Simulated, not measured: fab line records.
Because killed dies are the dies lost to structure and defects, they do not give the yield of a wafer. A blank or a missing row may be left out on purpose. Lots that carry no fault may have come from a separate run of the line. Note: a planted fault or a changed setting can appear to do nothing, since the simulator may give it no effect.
fab line records    flow gf180mcu
[record] lots = 12  wafers = 36  last_day = 34
route steps=602 shown HV_LDD@186 SALICIDE@283 CONTACT@287 V1@340
lots untouched by any fault: they come from a run of this same line in which no faults occurred
start_h: hours from the record's first day to the start of the lot's first wafer shown    wait_h: how many hours have passed since the lot's step before this one    " the same as in the row above    L1.1+2: a row that stands for several wafers    - no value, or no start given    * or withheld: withheld    < > ~ a bound
route shown NAME@n: a module of which the file shows steps, and the number in the route of the first    usual: mean/standard deviation of fault-free wafers    same: alike in all rows    chamber/n: place in a boat    sites: per-site readings    _std_site: the values' standard deviation    _edge_site: outer sites' mean less inner sites'    radius_mm: how far each site lies from the wafer's centre    mask NAME#n: copy n    behind: tool/chamber where the wafer was last shaped    hold: what put the lot on hold/how long, in hours/how the hold closed    device: which transistor (n, p or np) failed to switch    end of line: tests of these same wafers at the route's end    for a step that has no rows: nothing shown but its recipe    killed: not the wafer's yield, but the dies lost to structure and defects at the first sort    map: a wafer's dies, marking killed ones x, the rest . and places with no die _
set.NAME: the setting that was run; set.NAME@STEP: the one run at that earlier step    model.NAME: the simulator's own value behind a step, which no gauge read
steps of the route over a sample of lots; a table a step, a row a wafer
services: when a tool's chamber went out of use (start_h, in hours from the record's first day, below 0 if earlier), for how many hours, and the reason
[[steps]]
[step GF_HV_LDD_STRIP_10]
[recipe] chemistry = O2/N2  power_w = 1400  pressure_mtorr = 1500  platen_temp_c = 250  o2_flow_sccm = 3000  n2_flow_sccm = 300  overash_fraction = 0.5
[usual] drypump_motor_current_A = 5.74/0.27  heater_power_w = 350/24  oes_product_au = 0.716/0.0046  strip_time_to_endpoint_s = 12.63/0.031
lot.wafer  tool             chamber  start_h  wait_h  drypump_motor_current_A  heater_power_w  oes_product_au  rf_hours_counter_h  strip_time_to_endpoint_s
L159.3     plasma_asher-03  0        227.44   0.1     5.46                     326             0.725           -                   12.67
L159.4     "                1        "        "       6.04                     356             0.722           -                   12.66
L159.6     "                0        "        "       5.47                     323             0.709           -                   12.74
L160.1     plasma_asher-03  1        230.61   0.1     6.03                     356             0.717           61                  12.66
L160.3     "                1        "        "       6.04                     352             0.719           -                   12.63
L160.5     "                1        "        "       6.03                     349             0.720           -                   12.65
L163.2     plasma_asher-01  1        253.16   0.1     5.55                     362             0.713           63                  12.63
L163.5     "                1        "        "       5.54                     361             0.711           -                   12.61
L163.6     "                0        "        "       5.65                     373             0.716           -                   12.57
L164.1     plasma_asher-03  0        262.38   0.1     5.49                     331             0.717           64                  12.63
L164.3     "                1        "        "       6.04                     357             0.713           -                   12.61
L164.5     "                1        "        "       6.04                     352             0.718           -                   12.63
L171.1     plasma_asher-02  1        310.58   0.1     6.17                     375             0.727           14                  12.58
L171.3     "                1        "        "       6.19                     370             0.719           -                   12.59
L171.4     "                0        "        "       5.53                     315             0.713           -                   12.57
L172.1     plasma_asher-02  0        323.65   0.1     5.52                     306             0.712           15                  12.64
L172.2     "                1        "        "       6.16                     375             0.706           15                  12.68
L172.6     "                1        "        "       6.19                     379             0.719           -                   12.65
L173.3     plasma_asher-03  0        327.49   0.1     5.49                     334             0.713           -                   12.62
L173.4     "                1        "        "       6.03                     346             0.716           -                   12.57
L173.6     "                0        "        "       5.50                     333             0.713           -                   12.63
L174.3     plasma_asher-01  1        335.99   0.1     5.56                     363             0.713           -                   12.61
L174.5     "                0        "        "       5.71                     371             0.714           -                   12.63
L174.6     "                1        "        "       5.55                     357             0.721           -                   12.61
L176.2     plasma_asher-02  1        352.05   0.1     6.21                     371             0.717           18                  12.66
L176.4     "                0        "        "       5.50                     312             0.724           -                   12.63
L176.6     "                1        "        "       6.17                     382             0.725           -                   12.66
L178.1     plasma_asher-02  0        364.30   0.1     5.52                     307             0.719           19                  12.62
L178.4     "                0        "        "       5.52                     310             0.716           -                   12.62
L178.6     "                0        "        "       5.51                     310             0.715           -                   12.58
L180.1     plasma_asher-01  0        377.20   0.1     5.68                     371             0.712           75                  12.61
L180.5     "                0        "        "       5.67                     371             0.713           -                   12.65
L180.6     "                1        "        "       5.55                     357             0.720           -                   12.62
L181.2     plasma_asher-01  1        384.25   0.1     5.56                     355             0.716           76                  12.59
L181.3     "                0        "        "       5.67                     370             0.707           -                   12.60
L181.4     "                1        "        "       5.55                     360             0.714           -                   12.63
[step GF_SALICIDE_THK_MEAS_05]
[recipe] thk_meas_gauge = xrf  reads = TiN_of_SALICIDE_SPUTTER_03
[usual] SALICIDE_TIN_THK = 19.83/0.26
lot.wafer  tool           chamber  start_h  wait_h  SALICIDE_TIN_THK[nm]
L159.3     film_metro-01  -        353.94   0.1     19.43
L159.4     "              -        "        "       19.39
L159.6     "              -        "        "       19.68
L160.1     film_metro-03  -        356.39   0.1     20.00
L160.3     "              -        "        "       19.71
L160.5     "              -        "        "       19.77
L163.2     film_metro-01  -        385.37   0.1     19.69
L163.5     "              -        "        "       19.64
L163.6     "              -        "        "       19.89
L164.1     film_metro-01  -        394.17   0.1     19.38
L164.3     "              -        "        "       19.11
L164.5     "              -        "        "       19.21
L171.1     film_metro-01  -        452.78   0.1     20.10
L171.3     "              -        "        "       19.97
L171.4     "              -        "        "       20.02
L172.1     film_metro-04  -        466.39   0.1     19.76
L172.2     "              -        "        "       19.90
L172.6     "              -        "        "       19.88
L173.3     film_metro-04  -        471.27   0.1     19.93
L173.4     "              -        "        "       19.98
L173.6     "              -        "        "       20.20
L174.3     film_metro-03  -        480.46   0.1     19.79
L174.5     "              -        "        "       19.66
L174.6     "              -        "        "       19.69
L176.2     film_metro-03  -        499.07   0.1     19.59
L176.4     "              -        "        "       19.56
L176.6     "              -        "        "       19.82
L178.1     film_metro-01  -        512.47   0.1     19.94
L178.4     "              -        "        "       19.86
L178.6     "              -        "        "       20.05
L180.1     film_metro-03  -        527.32   0.1     20.35
L180.5     "              -        "        "       20.09
L180.6     "              -        "        "       20.21
L181.2     film_metro-04  -        532.51   0.1     19.84
L181.3     "              -        "        "       19.92
L181.4     "              -        "        "       19.57
[step GF_CONTACT_CVD_00]
[recipe] material = SiO2  target_thk_nm = 300  sigma_open_frac = 0.3  temp_c = 400  time_s = 50  sih4_flow_sccm = 60  pressure_mtorr = 6
[usual] sih4_flow_sccm = 60.01/0.17
lot.wafer  tool       chamber  start_h  wait_h  sih4_flow_sccm
L159.3     hdpcvd-02  1        354.32   0.1     59.90
L159.4     "          1        "        "       59.88
L159.6     "          1        "        "       60.05
L160.1     hdpcvd-02  1        356.74   0.1     60.00
L160.3     "          1        "        "       60.09
L160.5     "          1        "        "       60.27
L163.2     hdpcvd-02  2        385.73   0.1     51.05
L163.5     "          2        "        "       51.19
L163.6     "          1        "        "       50.92
L164.1     hdpcvd-02  0        394.56   0.1     50.74
L164.3     "          1        "        "       51.04
L164.5     "          1        "        "       50.99
L171.1     hdpcvd-01  1        453.14   0.1     59.89
L171.3     "          2        "        "       60.24
L171.4     "          2        "        "       59.94
L172.1     hdpcvd-02  0        466.85   0.1     60.39
L172.2     "          1        "        "       59.91
L172.6     "          2        "        "       60.07
L173.3     hdpcvd-02  2        471.71   0.1     59.92
L173.4     "          0        "        "       60.24
L173.6     "          1        "        "       59.74
L174.3     hdpcvd-02  0        480.81   0.1     59.91
L174.5     "          0        "        "       59.94
L174.6     "          2        "        "       60.03
L176.2     hdpcvd-01  2        499.41   0.1     60.02
L176.4     "          0        "        "       59.96
L176.6     "          1        "        "       59.93
L178.1     hdpcvd-01  0        512.82   0.1     60.01
L178.4     "          2        "        "       59.97
L178.6     "          0        "        "       60.13
L180.1     hdpcvd-02  2        527.67   0.1     60.00
L180.5     "          1        "        "       59.80
L180.6     "          2        "        "       60.10
L181.2     hdpcvd-01  2        532.86   0.1     60.02
L181.3     "          0        "        "       59.81
L181.4     "          1        "        "       60.23
[step GF_CONTACT_THK_MEAS_01]
[recipe] reads = SiO2_of_CONTACT_CVD_00
[usual] CONTACT_CVD_00_THK = 301/3
lot.wafer  tool           chamber  start_h  wait_h  CONTACT_CVD_00_THK[nm]
L159.3     film_metro-04  -        354.43   0.1     301
L159.4     "              -        "        "       304
L159.6     "              -        "        "       307
L160.1     film_metro-04  -        356.87   0.1     304
L160.3     "              -        "        "       301
L160.5     "              -        "        "       306
L163.2     film_metro-02  -        385.78   0.0     254
L163.5     "              -        "        "       253
L163.6     "              -        "        "       258
L164.1     film_metro-04  -        394.65   0.1     257
L164.3     "              -        "        "       255
L164.5     "              -        "        "       256
L171.1     film_metro-03  -        453.18   0.0     300
L171.3     "              -        "        "       304
L171.4     "              -        "        "       301
L172.1     film_metro-04  -        466.90   0.0     301
L172.2     "              -        "        "       300
L172.6     "              -        "        "       301
L173.3     film_metro-02  -        471.77   0.0     307
L173.4     "              -        "        "       302
L173.6     "              -        "        "       303
L174.3     film_metro-03  -        480.87   0.0     301
L174.5     "              -        "        "       302
L174.6     "              -        "        "       303
L176.2     film_metro-03  -        499.47   0.0     296
L176.4     "              -        "        "       299
L176.6     "              -        "        "       297
L178.1     film_metro-02  -        512.87   0.0     298
L178.4     "              -        "        "       300
L178.6     "              -        "        "       296
L180.1     film_metro-04  -        527.71   0.0     300
L180.5     "              -        "        "       301
L180.6     "              -        "        "       301
L181.2     film_metro-02  -        532.91   0.0     298
L181.3     "              -        "        "       300
L181.4     "              -        "        "       295
[step GF_CONTACT_ETCH_17]
[recipe] chemistry = C4F8/O2/Ar  mask_material = KrF  target = SiO2  stop_on = CoSi2  source_w = 1500  bias_w = 1200  pressure_mtorr = 40  c4f8_flow_sccm = withheld  O2_flow_sccm = 6  Ar_flow_sccm = 300  time_s = withheld  target_depth_a = 8600
[usual] oes_product_au = 0.815/0.0044
lot.wafer  tool         chamber  start_h  wait_h  oes_product_au
L159.3     rie_diel-04  2        -        -       0.817
L159.4     "            1        "        "       0.813
L159.6     "            3        "        "       0.812
L160.1     rie_diel-04  0        -        -       0.815
L160.3     "            1        "        "       0.810
L160.5     "            1        "        "       0.821
L163.2     rie_diel-04  3        -        -       0.793
L163.5     "            1        "        "       0.797
L163.6     "            0        "        "       0.789
L164.1     rie_diel-01  2        -        -       0.792
L164.3     "            3        "        "       0.797
L164.5     "            3        "        "       0.791
L171.1     rie_diel-03  0        -        -       0.812
L171.3     "            2        "        "       0.818
L171.4     "            3        "        "       0.811
L172.1     rie_diel-03  0        -        -       0.818
L172.2     "            1        "        "       0.811
L172.6     "            3        "        "       0.807
L173.3     rie_diel-03  0        -        -       0.810
L173.4     "            3        "        "       0.819
L173.6     "            0        "        "       0.813
L174.3     rie_diel-01  0        -        -       0.821
L174.5     "            2        "        "       0.816
L174.6     "            3        "        "       0.813
L176.2     rie_diel-03  1        -        -       0.820
L176.4     "            0        "        "       0.821
L176.6     "            2        "        "       0.808
L178.1     rie_diel-03  3        -        -       0.813
L178.4     "            2        "        "       0.819
L178.6     "            3        "        "       0.810
L180.1     rie_diel-04  1        -        -       0.814
L180.5     "            0        "        "       0.813
L180.6     "            1        "        "       0.809
L181.2     rie_diel-03  2        -        -       0.810
L181.3     "            1        "        "       0.810
L181.4     "            2        "        "       0.807
[step GF_V1_BOW_MEAS_05]
[recipe] mode = bow
[usual] V1_BOW = 81/7.4
lot.wafer  tool           chamber  start_h  wait_h  V1_BOW[um]
L159.3     film_metro-02  -        403.23   0.3     93
L159.4     "              -        "        "       82
L159.6     "              -        "        "       102
L160.1     film_metro-02  -        406.95   0.2     77
L160.3     "              -        "        "       84
L160.5     "              -        "        "       86
L163.2     film_metro-03  -        436.08   0.2     74
L163.5     "              -        "        "       74
L163.6     "              -        "        "       85
L164.1     film_metro-02  -        445.57   0.1     85
L164.3     "              -        "        "       67
L164.5     "              -        "        "       79
L171.1     film_metro-01  -        504.16   0.1     84
L171.3     "              -        "        "       82
L171.4     "              -        "        "       76
L172.1     film_metro-01  -        517.94   0.1     85
L172.2     "              -        "        "       95
L172.6     "              -        "        "       78
L173.3     film_metro-01  -        524.06   0.2     87
L173.4     "              -        "        "       83
L173.6     "              -        "        "       78
L174.3     film_metro-03  -        532.25   0.2     82
L174.5     "              -        "        "       75
L174.6     "              -        "        "       91
L176.2     film_metro-01  -        549.19   0.3     89
L176.4     "              -        "        "       78
L176.6     "              -        "        "       74
L178.1     film_metro-03  -        562.36   0.2     67
L178.4     "              -        "        "       70
L178.6     "              -        "        "       77
L180.1     film_metro-02  -        576.01   0.1     88
L180.5     "              -        "        "       81
L180.6     "              -        "        "       93
L181.2     film_metro-03  -        580.92   0.3     83
L181.3     "              -        "        "       71
L181.4     "              -        "        "       76
[[services]]
tool             chamber  start_h  hours  kind
rie_diel-04      -        206.71   2.8    pm
rie_diel-03      0        207.60   19.4   repair
hdpcvd-01        1        222.62   12.0   repair
rie_diel-03      0        228.02   6.4    repair
rie_diel-03      0        237.52   3.1    repair
rie_diel-03      -        255.04   2.2    repair
hdpcvd-02        2        284.19   3.7    repair
hdpcvd-01        -        308.98   0.8    pm
rie_diel-03      0        310.36   11.7   repair
hdpcvd-02        -        332.23   3.5    repair
hdpcvd-02        2        343.26   26.2   repair
hdpcvd-02        0        346.29   4.1    repair
hdpcvd-02        0        353.11   6.1    repair
rie_diel-04      2        363.41   2.3    repair
rie_diel-03      1        364.15   2.5    repair
plasma_asher-03  -        382.64   2.8    pm
rie_diel-03      -        387.36   1.1    repair
rie_diel-04      2        397.98   2.8    repair
hdpcvd-02        0        417.15   4.2    repair
plasma_asher-03  -        421.25   9.0    pm
plasma_asher-01  -        431.57   9.3    repair
rie_diel-03      3        454.38   6.3    repair
plasma_asher-03  -        491.98   4.1    repair
rie_diel-03      1        543.50   10.3   repair
[[key]]
[first_sign] step = GF_CONTACT_CVD_00  reading = sih4_flow_sccm  direction = down  sigmas = 52  usual = 60.01  struck = 50.99
[effect] step = GF_CONTACT_THK_MEAS_01  reading = CONTACT_CVD_00_THK  direction = down  sigmas = 15  usual = 301  struck = 256
[effect] step = GF_CONTACT_ETCH_17  reading = oes_product_au  direction = down  sigmas = 4.9  usual = 0.815  struck = 0.793
met_at GF_CONTACT_CVD_00
struck_lots L163,L164
tester_left_out L163,L164
not_acting_at GF_HV_LDD_STRIP_10,GF_SALICIDE_THK_MEAS_05,GF_V1_BOW_MEAS_05
onset_between 356.74 385.73
[fault] kind = process_parameter_drift  tool = hdpcvd-02  chamber = -  onset_h = 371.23  steps = GF_CONTACT_CVD_00  channel = sih4_flow_sccm  offset = -9  shape = step  end_h = 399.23  acts_in = these_recipes_only  stated = 60
// tester_left_out: of these lots the tester's yield and bins aren't shown, on N5 and GAA mostly nor the transistor test; their killed dies are dies lost to structure and defects alone, not to doping, threshold or leakage, so they don't give the yield
